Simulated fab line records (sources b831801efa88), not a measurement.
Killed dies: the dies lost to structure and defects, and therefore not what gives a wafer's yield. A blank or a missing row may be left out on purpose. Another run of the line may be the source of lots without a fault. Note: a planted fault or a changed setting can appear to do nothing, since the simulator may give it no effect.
Tool commonality check + flow sky130 + 33 wafers sampled across 11 lots

REASON IT WAS OPENED
Of 11 lots, 2 have the reading SONOS_ONO_OXIDATION_THK flagged at SKY_SONOS_ONO_THK_MEAS_01. Fault-free wafers read 2.60 nm, with a standard deviation of 0.055.
Rule: flag the lot when none of its wafers has a number, or when each of its wafers that has one lies beyond 4 standard deviations from that mean. All remaining lots are regarded as sound.

| lot  | measured     | on            | SONOS_ONO_OXIDATION_THK (nm), wafer by wafer | flag    |
|------|--------------|---------------|----------------------------------------------|---------|
| L561 | day 11 05:36 | film metro-02 | 2.64 2.62 2.62                               |         |
| L566 | day 13 02:34 | film metro-04 | 2.70 2.67 2.61                               |         |
| L573 | day 15 07:40 | film metro-02 | 3.29 3.17 3.25                               | FLAGGED |
| L574 | day 15 15:08 | film metro-02 | 2.59 2.60 2.55                               |         |
| L575 | day 16 10:34 | film metro-03 | 3.20 3.30 3.29                               | FLAGGED |
| L576 | day 16 17:17 | film metro-04 | 2.57 2.63 2.59                               |         |
| L577 | day 16 20:01 | film metro-02 | 2.67 2.66 2.69                               |         |
| L578 | day 16 22:59 | film metro-03 | 2.69 2.71 2.67                               |         |
| L582 | day 18 08:56 | film metro-03 | 2.43 2.51 2.54                               |         |
| L583 | day 18 20:19 | film metro-04 | 2.60 2.46 2.51                               |         |
| L584 | day 19 01:43 | film metro-03 | 2.50 2.56 2.55                               |         |
Average over the flagged lots: 3.25 nm; offset from the usual +0.65 nm, equal to +12 standard deviations.

LOT BY LOT: THE TOOL USED
2 process steps preceding the reading are held in the record, out of 708 steps in the route. Read each cell as the tool, then ch plus the chambers that the sampled wafers visited, then the start.
| lot  | flag    | SKY_VT_ADJUST_PCH_STRIP_09           | SKY_SONOS_ONO_OXIDATION_00    |
|------|---------|--------------------------------------|-------------------------------|
| L561 |         | plasma asher-02 ch 0,1, day 10 05:01 | furnace-01 ch 0, day 11 04:15 |
| L566 |         | plasma asher-01 ch 0,1, day 11 21:25 | furnace-02 ch 0, day 13 01:12 |
| L573 | FLAGGED | plasma asher-04 ch 0,1, day 14 03:57 | furnace-01 ch 0, day 15 06:19 |
| L574 |         | plasma asher-04 ch 1, day 14 10:37   | furnace-02 ch 0, day 15 13:47 |
| L575 | FLAGGED | plasma asher-04 ch 0,1, day 15 04:57 | furnace-01 ch 0, day 16 09:12 |
| L576 |         | plasma asher-02 ch 0,1, day 15 09:46 | furnace-02 ch 0, day 16 15:55 |
| L577 |         | plasma asher-02 ch 0,1, day 15 13:15 | furnace-02 ch 0, day 16 18:40 |
| L578 |         | plasma asher-04 ch 0,1, day 15 16:06 | furnace-02 ch 0, day 16 21:38 |
| L582 |         | plasma asher-01 ch 0,1, day 17 00:42 | furnace-02 ch 0, day 18 07:34 |
| L583 |         | plasma asher-01 ch 0,1, day 17 12:30 | furnace-02 ch 0, day 18 18:57 |
| L584 |         | plasma asher-04 ch 0,1, day 17 16:55 | furnace-02 ch 0, day 19 00:22 |
What the steps here do:
- SKY_VT_ADJUST_PCH_STRIP_09: strips in O2/N2.
- SKY_SONOS_ONO_OXIDATION_00: stabilise 600 s, purge 300 s, target thk 2.6 nm.
- SKY_SONOS_ONO_THK_MEAS_01

FLAGGED OVER TOTAL, TOOL BY TOOL (the gauges that took the reading come last)
| step                       | tool            | lots run | flagged | share of the flagged lots | sound lots run after its first flagged lot |
|----------------------------|-----------------|----------|---------|---------------------------|--------------------------------------------|
| SKY_VT_ADJUST_PCH_STRIP_09 | plasma asher-01 | 3        | 0       | none                      | -                                          |
| SKY_VT_ADJUST_PCH_STRIP_09 | plasma asher-02 | 3        | 0       | none                      | -                                          |
| SKY_VT_ADJUST_PCH_STRIP_09 | plasma asher-04 | 5        | 2       | all                       | 3 (L574,L578,L584)                         |
| SKY_SONOS_ONO_OXIDATION_00 | furnace-01      | 3        | 2       | all                       | 0                                          |
| SKY_SONOS_ONO_OXIDATION_00 | furnace-02      | 8        | 0       | none                      | -                                          |
| SKY_SONOS_ONO_THK_MEAS_01  | film metro-02   | 4        | 1       | some                      | 2 (L574,L577)                              |
| SKY_SONOS_ONO_THK_MEAS_01  | film metro-03   | 4        | 1       | some                      | 3 (L578,L582,L584)                         |
| SKY_SONOS_ONO_THK_MEAS_01  | film metro-04   | 3        | 0       | none                      | -                                          |

WHAT THE TABLE PERMITS
Every flagged lot went through 2 rows of the table: plasma asher-04 at SKY_VT_ADJUST_PCH_STRIP_09 and furnace-01 at SKY_SONOS_ONO_OXIDATION_00.
- plasma asher-04 at SKY_VT_ADJUST_PCH_STRIP_09 ran 5 lots, 2 of them flagged. After the first flagged lot (L574, L578, L584), sound lots still ran on it; a lasting fault on the whole tool would not permit that.
- furnace-01 at SKY_SONOS_ONO_OXIDATION_00 ran 3 lots, 2 of them flagged. Its last sound lot is L561 (day 11 04:15), its first flagged lot L573 (day 15 06:19): a fault that began between those two fits. Its own readings lie more than 4 standard deviations out on every wafer of the flagged lots: spike tc bottom C, spike tc centre C, spike tc lower C, spike tc top C, spike tc upper C, tube center temp C, tube_center_temp_C_max.
furnace-01 at SKY_SONOS_ONO_OXIDATION_00 is the single tool remaining.

WHAT THE SIMULATOR HAD INSERTED
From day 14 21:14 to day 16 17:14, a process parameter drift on furnace-01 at SKY_SONOS_ONO_OXIDATION_00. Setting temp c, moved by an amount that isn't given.
Lots struck among those shown: L573, L575. The rule above reached the same finding.
